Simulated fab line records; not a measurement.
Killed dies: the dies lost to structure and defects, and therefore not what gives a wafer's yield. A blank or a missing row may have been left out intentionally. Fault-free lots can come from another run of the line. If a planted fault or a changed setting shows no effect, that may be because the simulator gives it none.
2 desks looking at one fault ; flow gf180mcu ; only its own numbers are on each desk; what lay behind them is given at the end

DESK OF THE TOOL OWNER: cvd-w-01
The tool's own readings at GF_V1_CVD_23 (deposits W, target thk 350 nm, time 105.05 s): means of the sampled wafers that have a number, for each lot that ran on this tool. Marked OUT: a lot whose mean sits more than 4 standard deviations from the usual mean, which makes it out of limits; the brackets give that distance.
Columns: A = heater-power-w at GF_V1_CVD_23, usual 894 W
lot;first seen here;A
L183;day 19 12:19;870
L184;day 19 20:16;900
L185;day 20 07:22;891
L195;day 24 02:06;868
L196;day 24 11:22;869
L197;day 24 13:36;898
L198;day 24 22:27;875
L200;day 25 23:22;910
L202;day 26 09:04;879
This desk's verdict: no lot among the 9 shows anything out of limits.

AT THE METROLOGY DESK
Means of the sampled wafers that have a number, per lot and without regard to the tool the lot ran on: this is what the gauges read. Marked OUT: a lot whose mean sits more than 4 standard deviations from the usual mean, which makes it out of limits; the brackets give that distance.
Columns: A = V1_W_RS at GF_V1_RS_MEAS_24, usual 0.323 ohm/sq; B = V1_W_THK at GF_V1_THK_MEAS_25, usual 362 nm
lot;first seen here;A;B
L183;day 19 12:26;0.321;362
L184;day 19 20:23;0.227 (-22) OUT;508 (+28) OUT
L185;day 20 07:30;0.227 (-22) OUT;522 (+31) OUT
L195;day 24 02:13;0.327;358
L196;day 24 11:28;0.330;355
L197;day 24 13:43;0.334;351
L198;day 24 22:34;0.325;358
L199;day 25 04:44;0.317;369
L200;day 25 23:29;0.329;355
L202;day 26 09:11;0.324;361
This desk's finding: out of limits on L184, L185; first on L184, day 19 20:23 (V1_W_RS at GF_V1_RS_MEAS_24). Within limits: L183, L195, L196, L197, L198, L199, L200, L202.

BROUGHT TOGETHER
An alarm was possible from the metrology desk at day 19 20:23, on L184, L185.
The desk of the tool owner found nothing out of limits.
On record at the tool owner's desk: L184, L185, within its limits.
GF_V1_CVD_23 was run on cvd-w-01 by each of the lots named.

WHAT THE SIMULATOR PUT IN
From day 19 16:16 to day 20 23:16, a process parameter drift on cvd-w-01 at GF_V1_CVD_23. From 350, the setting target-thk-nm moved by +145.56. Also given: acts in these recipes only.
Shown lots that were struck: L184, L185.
Time in hours between the start of the fault and the first out-of-limits reading at each desk: metrology desk, 4.
